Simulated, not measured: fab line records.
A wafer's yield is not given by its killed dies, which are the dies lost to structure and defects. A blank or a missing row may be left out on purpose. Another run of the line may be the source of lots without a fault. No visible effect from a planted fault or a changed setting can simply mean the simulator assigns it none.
fab line records	flow sky130
[record] lots = 7	wafers = 21	last-day = 50
route steps=708 shown VT_ADJUST_PCH@144 SONOS_TUNNEL@154 PAD_OPEN@708
lots with no fault: from the same line, run without faults
start-h: hours from the record's opening day to when the first of the lot's shown wafers began	wait-h: how many hours have passed since the lot's step before this one	" the same as in the row above	L1.1+2: a row that stands for several wafers	- no value present, or no start provided	* or withheld: withheld	< > ~ a bound
route shown NAME@n: names a module that has steps shown in the file, with the first one's number in the route	usual: mean/standard deviation taken from wafers without a fault	same: alike in all rows	chamber/n: place in a boat	sites: per-site readings	_std_site: the standard deviation of these	_edge_site: inner sites' mean taken away from outer sites' mean	radius-mm: for every site, how far away it sits from the centre of the wafer	mask NAME#n: copy n	behind: the tool/chamber that last shaped the wafer	hold: why the lot was held/for how many hours/how that ended	device: the transistor (n, p or np) that didn't switch	end of line: tests run on the same wafers once the route is complete	step lacking rows: just its recipe	killed: the dies lost at the first sort to structure and to defects; this is not the yield of the wafer	map: the dies of a wafer, with x for killed, . for not killed, _ for no die there
set.NAME: the setting as run; set.NAME@STEP: as run at that earlier step	model.NAME: the simulator's own value behind a step, which no gauge read
lots at some steps of the route; a table a step, a row a wafer
services: when a tool's chamber went out of use (start-h, in hours from the record's first day, below 0 if earlier), for how many hours, and the reason
[[steps]]
[step SKY_VT_ADJUST_PCH_HMDS_01]
[recipe] prime-time-s = 60	prime-temp-c = 120
[step SKY_VT_ADJUST_PCH_COAT_02]
[recipe] spin-rpm = 2000	resist-thk-nm = 3000
[step SKY_VT_ADJUST_PCH_SOFTBAKE_03]
[recipe] temp-c = 110	time-s = withheld
[step SKY_VT_ADJUST_PCH_EXPOSE_04]
[recipe] mask-id = NWM	na = 0.6	source-shape = conventional	sigma-outer = 0.6	polarization = unpolarized	target-cd-nm = 840	dose-mj = 255
[step SKY_VT_ADJUST_PCH_PEB_05]
[recipe] temp-c = 115	time-s = withheld
[step SKY_VT_ADJUST_PCH_DEVELOP_06]
[recipe] wall-angle-deg = 90	developer = TMAH	develop-time-s = 60	dev-temp-c = 23
[step SKY_VT_ADJUST_PCH_OVL_MEAS_07]
[usual] VT_ADJUST_PCH_OVL = -0.4/1.4
lot.wafer	tool	chamber	start-h	wait-h	VT_ADJUST_PCH_OVL[nm]
L781.4	overlay-01	-	222.96	-	-1.8
L781.5	"	-	"	"	-0.2
L781.6	"	-	"	"	0.0
L789.2	overlay-01	-	295.67	-	0.4
L789.4	"	-	"	"	0.4
L789.5	"	-	"	"	1.5
L794.2	overlay-02	-	324.99	-	-2.8
L794.5	"	-	"	"	-3.0
L794.6	"	-	"	"	-1.5
L798.1	overlay-01	-	352.59	-	0.8
L798.3	"	-	"	"	0.6
L798.5	"	-	"	"	2.3
L799.1	overlay-02	-	363.46	-	-0.7
L799.4	"	-	"	"	-0.4
L799.5	"	-	"	"	-1.6
L801.1	overlay-01	-	377.06	-	-1.3
L801.4	"	-	"	"	-1.3
L801.6	"	-	"	"	-0.4
L804.2	overlay-02	-	399.87	-	-1.6
L804.3	"	-	"	"	-0.7
L804.6	"	-	"	"	-1.7
[step SKY_VT_ADJUST_PCH_IMPLANT_08]
[recipe] species = B	energy-kev = 10	dose-cm2 = 5e+11	tilt-deg = withheld
[step SKY_VT_ADJUST_PCH_STRIP_09]
[recipe] chemistry = O2/N2	power-w = 1400	pressure-mtorr = 1500	platen-temp-c = withheld	o2-flow-sccm = 3000	n2-flow-sccm = 300	overash-fraction = 0.5
[usual] drypump-motor-current-A = 5.8/0.42	oes-product-au = 0.722/0.0041	strip-time-to-endpoint-s = 36.94/0.098
lot.wafer	tool	chamber	start-h	wait-h	drypump-motor-current-A	oes-product-au	rf-hours-counter-h	strip-time-to-endpoint-s
L781.4	plasma-asher-01	1	223.16	0.1	5.6	0.721	-	37.13
L781.5	"	0	"	"	6.3	0.719	-	37.08
L781.6	"	1	"	"	5.7	0.724	-	37.08
L789.2	plasma-asher-04	0	295.85	0.1	6.0	0.730	60	36.81
L789.4	"	1	"	"	5.9	0.729	-	36.87
L789.5	"	0	"	"	6.0	0.719	-	36.82
L794.2	plasma-asher-04	1	325.17	0.1	5.9	0.720	64	36.93
L794.5	"	0	"	"	6.0	0.726	-	37.00
L794.6	"	1	"	"	5.9	0.714	-	36.89
L798.1	plasma-asher-02	1	352.77	0.1	5.8	0.722	21	36.82
L798.3	"	1	"	"	5.8	0.717	-	36.87
L798.5	"	0	"	"	4.8	0.725	-	36.90
L799.1	plasma-asher-01	1	363.65	0.1	5.6	0.723	55	36.89
L799.4	"	0	"	"	6.3	0.718	-	36.86
L799.5	"	0	"	"	6.3	0.732	-	36.88
L801.1	plasma-asher-01	0	377.25	0.1	6.3	0.722	56	36.90
L801.4	"	0	"	"	6.3	0.724	-	36.92
L801.6	"	1	"	"	5.6	0.720	-	36.97
L804.2	plasma-asher-01	1	400.05	0.1	5.6	0.726	58	36.73
L804.3	"	1	"	"	5.7	0.725	-	36.85
L804.6	"	0	"	"	6.3	0.717	-	36.88
[step SKY_VT_ADJUST_PCH_TW_MEAS_10]
[usual] VT_ADJUST_PCH_TW = 142.6/0.83
lot.wafer	tool	chamber	start-h	wait-h	VT_ADJUST_PCH_TW
L781.4	film-metro-01	-	223.26	0.1	141.4
L781.5	"	-	"	"	140.3
L781.6	"	-	"	"	141.0
L789.2	film-metro-03	-	295.96	0.1	142.6
L789.4	"	-	"	"	141.9
L789.5	"	-	"	"	142.8
L794.2	film-metro-04	-	325.28	0.1	143.5
L794.5	"	-	"	"	143.6
L794.6	"	-	"	"	144.1
L798.1	film-metro-04	-	352.87	0.1	143.5
L798.3	"	-	"	"	143.1
L798.5	"	-	"	"	143.2
L799.1	film-metro-04	-	363.75	0.1	143.8
L799.4	"	-	"	"	144.1
L799.5	"	-	"	"	144.4
L801.1	film-metro-03	-	377.35	0.1	142.7
L801.4	"	-	"	"	143.2
L801.6	"	-	"	"	142.4
L804.2	film-metro-01	-	400.16	0.1	141.9
L804.3	"	-	"	"	140.7
L804.6	"	-	"	"	142.4
[step SKY_SONOS_TUNNEL_DEHYDRATE_00]
[recipe] temp-c = 200	time-s = 60
[step SKY_SONOS_TUNNEL_HMDS_01]
[recipe] prime-time-s = 60	prime-temp-c = 120
[step SKY_SONOS_TUNNEL_COAT_02]
[recipe] resist = NOVOLAK	spin-rpm = 3000	resist-thk-nm = 1140
[usual] chill-plate-temp-C = 22.99/0.11	dispense-pressure-kPa = 49.3/0.58
lot.wafer	tool	chamber	start-h	wait-h	chill-plate-temp-C	dispense-pressure-kPa
L781.4	litho-track-01	0	234.19	0.1	22.90	50.3
L781.5	"	0	"	"	22.98	50.3
L781.6	"	0	"	"	22.93	50.3
L789.2	litho-track-03	0	307.59	0.1	22.95	49.7
L789.4	"	0	"	"	22.99	49.6
L789.5	"	0	"	"	22.78	49.6
L794.2	litho-track-01	0	338.79	0.1	23.04	50.2
L794.5	"	0	"	"	23.06	50.2
L794.6	"	0	"	"	23.00	50.2
L798.1	litho-track-02	-	366.24	0.1	-	-
L798.3	"	-	"	"	-	-
L798.5	"	-	"	"	-	-
L799.1	litho-track-02	-	377.64	0.1	-	-
L799.4	"	-	"	"	-	-
L799.5	"	-	"	"	-	-
L801.1	litho-track-02	-	390.94	0.1	-	-
L801.4	"	-	"	"	-	-
L801.6	"	-	"	"	-	-
L804.2	litho-track-02	0	414.31	0.1	23.08	48.8
L804.3	"	0	"	"	22.82	48.8
L804.6	"	0	"	"	23.07	48.9
[step SKY_SONOS_TUNNEL_SOFTBAKE_03]
[recipe] temp-c = 90	time-s = 60	resist = NOVOLAK
[step SKY_SONOS_TUNNEL_EXPOSE_04]
[recipe] mask-id = TUNM	na = 0.6	source-shape = conventional	sigma-outer = 0.6	polarization = unpolarized	target-cd-nm = 410	dose-mj = 136
[step SKY_SONOS_TUNNEL_PEB_05]
[recipe] temp-c = withheld	time-s = *	resist = NOVOLAK
[step SKY_SONOS_TUNNEL_DEVELOP_06]
[recipe] resist = NOVOLAK	developer = TMAH	develop-time-s = 60	dev-temp-c = 23
[step SKY_SONOS_TUNNEL_CD_MEAS_07]
[recipe] target-cd-nm = 410
[usual] cd-nm = 409.5/2.7
lot.wafer	tool	chamber	start-h	wait-h	cd-nm
L781.4	cd-sem-02	-	245.70	0.1	410.8
L781.5	"	-	"	"	408.0
L781.6	"	-	"	"	408.3
L789.2	cd-sem-01	-	321.14	0.1	409.9
L789.4	"	-	"	"	409.2
L789.5	"	-	"	"	410.8
L794.2	cd-sem-02	-	352.48	0.1	410.5
L794.5	"	-	"	"	411.0
L794.6	"	-	"	"	410.3
L798.1	cd-sem-02	-	380.34	0.1	-
L798.3	"	-	"	"	-
L798.5	"	-	"	"	-
L799.1	cd-sem-02	-	392.11	0.1	-
L799.4	"	-	"	"	-
L799.5	"	-	"	"	-
L801.1	cd-sem-01	-	406.59	0.1	-
L801.4	"	-	"	"	-
L801.6	"	-	"	"	-
L804.2	cd-sem-01	-	430.23	0.1	413.9
L804.3	"	-	"	"	411.9
L804.6	"	-	"	"	413.9
[step SKY_SONOS_TUNNEL_OVL_MEAS_08]
[usual] SONOS_TUNNEL_OVL = 0.4/1.4
lot.wafer	tool	chamber	start-h	wait-h	SONOS_TUNNEL_OVL[nm]
L781.4	overlay-01	-	245.78	0.1	1.9
L781.5	"	-	"	"	-1.5
L781.6	"	-	"	"	-0.5
L789.2	overlay-01	-	321.24	0.1	0.0
L789.4	"	-	"	"	2.4
L789.5	"	-	"	"	1.5
L794.2	overlay-02	-	352.59	0.1	-2.0
L794.5	"	-	"	"	-0.2
L794.6	"	-	"	"	-0.9
L798.1	overlay-01	-	380.46	0.1	-
L798.3	"	-	"	"	-
L798.5	"	-	"	"	-
L799.1	overlay-01	-	392.23	0.1	-
L799.4	"	-	"	"	-
L799.5	"	-	"	"	-
L801.1	overlay-02	-	406.71	0.1	-
L801.4	"	-	"	"	-
L801.6	"	-	"	"	-
L804.2	overlay-02	-	430.34	0.1	-1.4
L804.3	"	-	"	"	-2.4
L804.6	"	-	"	"	-2.7
[step SKY_PAD_OPEN_PROBE_99]
[usual] killed_at_M0_to_M3 = 43/7.2	killed_at_M4_up = 3.2/1.8	killed-at-contacts = 23/5.6	killed-at-front-end = 15/4.6	killed-at-other = 0.3/0.71	killed-dies = 85/10	killed-on-rim = 16/4.1	killed-open = 46/7.8	killed-short = 38/6.5
[same] gross-dies = 492	killed-at-back-side = 0
lot.wafer	tool	chamber	start-h	wait-h	hold	killed_at_M0_to_M3	killed_at_M4_up	killed-at-contacts	killed-at-front-end	killed-at-other	killed-dies	killed-on-rim	killed-open	killed-short
L781.4	prober-01	-	1074.13	0.2	-	54	4	20	25	1	104	12	54	46
L781.5	prober-01	-	1074.18	0.2	-	39	1	31	19	2	92	13	60	30
L781.6	prober-01	-	1074.23	0.2	-	39	6	25	22	0	92	17	37	54
L789.2	prober-02	-	1132.28	0.1	-	40	2	23	24	0	89	17	48	41
L789.4	prober-02	-	1132.38	0.2	-	53	0	36	10	0	99	15	50	49
L789.5	prober-02	-	1132.43	0.2	-	39	4	28	22	0	93	18	50	43
L794.2	prober-02	-	1153.49	0.1	-	44	3	29	16	0	92	15	48	44
L794.5	prober-02	-	1153.64	0.2	-	41	1	19	12	1	74	17	40	34
L794.6	prober-02	-	1153.69	0.2	-	30	5	28	10	0	73	13	38	35
L798.1	prober-02	-	1172.33	0.1	await-dispo/3.6h/scrap	55	8	32	397	0	492	96	58	52
L798.3	prober-02	-	1172.43	0.2	await-dispo/3.6h/scrap	43	3	24	422	0	492	96	62	26
L798.5	prober-02	-	1172.53	0.2	await-dispo/3.6h/scrap	43	4	26	419	0	492	96	47	49
L799.1	prober-01	-	1177.83	0.1	await-dispo/3.3h/scrap	43	4	15	430	0	492	96	42	36
L799.4	prober-01	-	1177.98	0.2	await-dispo/3.3h/scrap	45	2	15	430	0	492	96	39	33
L799.5	prober-01	-	1178.03	0.2	await-dispo/3.3h/scrap	57	5	25	405	0	492	96	54	49
L801.1	prober-02	-	1184.38	0.1	await-dispo/1.1h/scrap	47	1	26	418	0	492	96	66	39
L801.4	prober-02	-	1184.53	0.2	await-dispo/1.1h/scrap	47	7	30	408	0	492	96	55	46
L801.6	prober-02	-	1184.63	0.2	await-dispo/1.1h/scrap	68	1	24	399	0	492	96	52	57
L804.2	prober-02	-	1197.05	0.1	-	39	5	29	14	0	87	17	50	36
L804.3	prober-02	-	1197.10	0.2	-	49	2	28	15	0	94	11	54	40
L804.6	prober-02	-	1197.25	0.2	-	45	3	21	16	0	85	14	47	37
// killed by level:class
L781.4 VIA1:geometric-particle:open=12 METAL2:geometric-particle:short=9 VIA2:geometric-particle:open=9 FIELD_ISO:geometric-particle:short=8 VIA3:geometric-particle:open=6 FIELD_ISO:geometric-particle:open=5 LI_CONTACT:geometric-particle:open=5 VIA1:geometric-particle:short=4
L781.5 VIA1:geometric-particle:open=16 CONTACT:geometric-particle:open=11 LI_CONTACT:geometric-particle:open=10 VIA2:geometric-particle:open=6 CONTACT:geometric-particle:short=6 VIA3:geometric-particle:open=6 POLY_CUT:geometric-particle:open=4 LOCAL_INTERCONNECT:geometric-particle:short=4
L781.6 VIA2:geometric-particle:open=10 METAL1:geometric-particle:short=8 LI_CONTACT:geometric-particle:open=8 POLY_GATE:geometric-particle:short=7 FIELD_ISO:geometric-particle:short=6 LOCAL_INTERCONNECT:geometric-particle:short=6 CONTACT:geometric-particle:open=6 METAL2:geometric-particle:short=6
L789.2 LI_CONTACT:geometric-particle:open=8 CONTACT:geometric-particle:open=7 VIA1:geometric-particle:open=7 VIA3:geometric-particle:open=7 METAL2:geometric-particle:short=5 FIELD_ISO:geometric-particle:short=4 POLY_GATE:geometric-particle:open=4 METAL3:geometric-particle:short=4
L789.4 VIA1:geometric-particle:open=13 CONTACT:geometric-particle:open=10 VIA1:geometric-particle:short=9 CONTACT:geometric-particle:short=8 VIA2:geometric-particle:open=7 LI_CONTACT:geometric-particle:open=6 LOCAL_INTERCONNECT:geometric-particle:short=6 VIA3:geometric-particle:open=6
L789.5 LI_CONTACT:geometric-particle:open=11 FIELD_ISO:geometric-particle:short=9 CONTACT:geometric-particle:open=9 VIA1:geometric-particle:open=8 METAL2:geometric-particle:short=6 VIA1:geometric-particle:short=5 VIA2:geometric-particle:open=5 VIA3:geometric-particle:open=5
L794.2 VIA1:geometric-particle:open=12 CONTACT:geometric-particle:open=11 METAL1:geometric-particle:short=7 VIA2:geometric-particle:open=7 CONTACT:geometric-particle:short=6 LI_CONTACT:geometric-particle:open=5 FIELD_ISO:geometric-particle:open=4 METAL2:geometric-particle:short=4
L794.5 METAL1:geometric-particle:short=7 FIELD_ISO:geometric-particle:open=6 METAL3:geometric-particle:short=6 LI_CONTACT:geometric-particle:open=6 METAL2:geometric-particle:short=6 VIA2:geometric-particle:open=6 VIA3:geometric-particle:open=6 VIA1:geometric-particle:open=5
L794.6 VIA1:geometric-particle:open=12 CONTACT:geometric-particle:open=11 LOCAL_INTERCONNECT:geometric-particle:short=6 CONTACT:geometric-particle:short=6 FIELD_ISO:geometric-particle:short=4 LI_CONTACT:geometric-particle:open=4 METAL2:geometric-particle:short=4 VIA2:geometric-particle:open=3
L798.1 SONOS_TUNNEL:area-expose=382 VIA1:geometric-particle:open=13 LI_CONTACT:geometric-particle:open=8 CONTACT:geometric-particle:open=8 METAL1:geometric-particle:short=8 VIA1:geometric-particle:short=7 VIA3:geometric-particle:open=7 CONTACT:geometric-particle:short=6
L798.3 SONOS_TUNNEL:area-expose=403 VIA1:geometric-particle:open=13 FIELD_ISO:geometric-particle:open=11 CONTACT:geometric-particle:open=9 LI_CONTACT:geometric-particle:open=8 VIA3:geometric-particle:open=6 METAL2:geometric-particle:short=5 METAL2:geometric-particle:open=5
L798.5 SONOS_TUNNEL:area-expose=396 VIA1:geometric-particle:open=9 FIELD_ISO:geometric-particle:short=8 METAL2:geometric-particle:short=6 LI_CONTACT:geometric-particle:open=6 LOCAL_INTERCONNECT:geometric-particle:short=6 CONTACT:geometric-particle:open=6 VIA2:geometric-particle:open=6
L799.1 SONOS_TUNNEL:area-expose=414 VIA1:geometric-particle:open=14 CONTACT:geometric-particle:open=5 VIA2:geometric-particle:open=5 VIA3:geometric-particle:open=5 METAL2:geometric-particle:short=4 VIA2:geometric-particle:short=4 METAL3:geometric-particle:short=4
L799.4 SONOS_TUNNEL:area-expose=420 VIA1:geometric-particle:open=10 VIA2:geometric-particle:open=8 CONTACT:geometric-particle:open=7 VIA1:geometric-particle:short=5 LI_CONTACT:geometric-particle:short=4 METAL1:geometric-particle:short=4 METAL2:geometric-particle:short=4
L799.5 SONOS_TUNNEL:area-expose=389 VIA1:geometric-particle:open=12 VIA3:geometric-particle:open=11 METAL1:geometric-particle:short=9 LI_CONTACT:geometric-particle:open=8 CONTACT:geometric-particle:short=6 VIA1:geometric-particle:short=6 CONTACT:geometric-particle:open=5
L801.1 SONOS_TUNNEL:area-expose=387 VIA3:geometric-particle:open=13 CONTACT:geometric-particle:open=9 VIA1:geometric-particle:open=9 VIA2:geometric-particle:open=9 FIELD_ISO:geometric-particle:short=8 FIELD_ISO:geometric-particle:open=7 CONTACT:geometric-particle:short=6
L801.4 SONOS_TUNNEL:area-expose=391 LI_CONTACT:geometric-particle:open=12 VIA1:geometric-particle:open=12 CONTACT:geometric-particle:open=11 VIA3:geometric-particle:open=9 METAL4:geometric-particle:short=6 POLY_GATE:geometric-particle:open=6 VIA1:geometric-particle:short=6
L801.6 SONOS_TUNNEL:area-expose=383 VIA1:geometric-particle:open=13 METAL2:geometric-particle:short=12 VIA1:geometric-particle:short=8 VIA3:geometric-particle:open=8 FIELD_ISO:geometric-particle:short=7 METAL1:geometric-particle:short=7 LI_CONTACT:geometric-particle:open=6
L804.2 CONTACT:geometric-particle:open=15 VIA3:geometric-particle:open=7 METAL2:geometric-particle:short=7 VIA2:geometric-particle:open=7 LI_CONTACT:geometric-particle:open=6 VIA1:geometric-particle:open=6 FIELD_ISO:geometric-particle:short=5 CONTACT:geometric-particle:short=4
L804.3 VIA3:geometric-particle:open=14 LI_CONTACT:geometric-particle:open=9 LOCAL_INTERCONNECT:geometric-particle:short=8 VIA1:geometric-particle:short=7 CONTACT:geometric-particle:open=7 VIA1:geometric-particle:open=6 VIA2:geometric-particle:open=6 POLY_GATE:geometric-particle:open=5
L804.6 VIA3:geometric-particle:open=12 METAL2:geometric-particle:short=8 VIA1:geometric-particle:short=7 CONTACT:geometric-particle:open=6 POLY_GATE:geometric-particle:open=5 LI_CONTACT:geometric-particle:open=5 LOCAL_INTERCONNECT:geometric-particle:short=5 FIELD_ISO:geometric-particle:open=4
// map L798.1 (x killed, . not)
__________xxxxxxxxxx_________
________xxxxxxxxxxxxxx_______
______xxxxxxxxxxxxxxxxxx_____
_____xxxxxxxxxxxxxxxxxxxx____
____xxxxxxxxxxxxxxxxxxxxxx___
___xxxxxxxxxxxxxxxxxxxxxxxx__
__xxxxxxxxxxxxxxxxxxxxxxxxxx_
_xxxxxxxxxxxxxxxxxxxxxxxxxxxx
_xxxxxxxxxxxxxxxxxxxxxxxxxxxx
_xxxxxxxxxxxxxxxxxxxxxxxxxxxx
_xxxxxxxxxxxxxxxxxxxxxxxxxxxx
_xxxxxxxxxxxxxxxxxxxxxxxxxxxx
_xxxxxxxxxxxxxxxxxxxxxxxxxxxx
_xxxxxxxxxxxxxxxxxxxxxxxxxxxx
_xxxxxxxxxxxxxxxxxxxxxxxxxxxx
__xxxxxxxxxxxxxxxxxxxxxxxxxx_
___xxxxxxxxxxxxxxxxxxxxxxxx__
____xxxxxxxxxxxxxxxxxxxxxx___
_____xxxxxxxxxxxxxxxxxxxx____
______xxxxxxxxxxxxxxxxxx_____
________xxxxxxxxxxxxxx_______
__________xxxxxxxxxx_________
// map L799.1 (x killed, . not)
__________xxxxxxxxxx_________
________xxxxxxxxxxxxxx_______
______xxxxxxxxxxxxxxxxxx_____
_____xxxxxxxxxxxxxxxxxxxx____
____xxxxxxxxxxxxxxxxxxxxxx___
___xxxxxxxxxxxxxxxxxxxxxxxx__
__xxxxxxxxxxxxxxxxxxxxxxxxxx_
_xxxxxxxxxxxxxxxxxxxxxxxxxxxx
_xxxxxxxxxxxxxxxxxxxxxxxxxxxx
_xxxxxxxxxxxxxxxxxxxxxxxxxxxx
_xxxxxxxxxxxxxxxxxxxxxxxxxxxx
_xxxxxxxxxxxxxxxxxxxxxxxxxxxx
_xxxxxxxxxxxxxxxxxxxxxxxxxxxx
_xxxxxxxxxxxxxxxxxxxxxxxxxxxx
_xxxxxxxxxxxxxxxxxxxxxxxxxxxx
__xxxxxxxxxxxxxxxxxxxxxxxxxx_
___xxxxxxxxxxxxxxxxxxxxxxxx__
____xxxxxxxxxxxxxxxxxxxxxx___
_____xxxxxxxxxxxxxxxxxxxx____
______xxxxxxxxxxxxxxxxxx_____
________xxxxxxxxxxxxxx_______
__________xxxxxxxxxx_________
[[services]]
tool	chamber	start-h	hours	kind
litho-track-01	-	236.42	-	consumable-replace:filter
plasma-asher-04	-	242.49	2.6	repair
plasma-asher-02	-	282.42	6.6	repair
plasma-asher-02	-	310.47	1.7	repair
plasma-asher-02	-	324.24	2.8	pm
plasma-asher-01	-	328.39	4.3	pm
plasma-asher-02	-	332.69	6.3	repair
plasma-asher-04	-	342.05	1.4	repair
[[key]]
[first-sign] step = SKY_SONOS_TUNNEL_COAT_02	reading = tool-record	direction = missing
[effect] step = SKY_SONOS_TUNNEL_CD_MEAS_07	reading = cd-nm	direction = missing
[effect] step = SKY_SONOS_TUNNEL_OVL_MEAS_08	reading = SONOS_TUNNEL_OVL	direction = missing
[effect] step = SKY_PAD_OPEN_PROBE_99	reading = killed-at-front-end	direction = up	sigmas = 88	usual = 15	struck = 414
[more-kills-born-at] SKY_SONOS_TUNNEL_EXPOSE_04@iline-stepper-02 = 2342	SKY_SONOS_TUNNEL_EXPOSE_04@iline-stepper-01 = 1223
met-at SKY_SONOS_TUNNEL_COAT_02
struck-wafers L798.1,L798.3,L798.5,L799.1,L799.4,L799.5,L801.1,L801.4,L801.6
later-rows-left-out L798.1,L798.3,L798.5,L799.1,L799.4,L799.5,L801.1,L801.4,L801.6
tester-left-out L798,L799,L801
[fault] kind = skipped-step-whole	tool = litho-track-02	chamber = -	onset-h = 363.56	steps = SKY_SONOS_TUNNEL_COAT_02	scope = struck-lots-only
// tester-left-out: of these lots the tester's yield and bins aren't shown, on N5 and GAA mostly nor the transistor test; their killed dies are dies lost to structure and defects alone, not to doping, threshold or leakage, so they don't give the yield
// later-rows-left-out: the simulator's readings of these wafers behind a module that went badly wrong aren't trusted and aren't shown, but for the sort
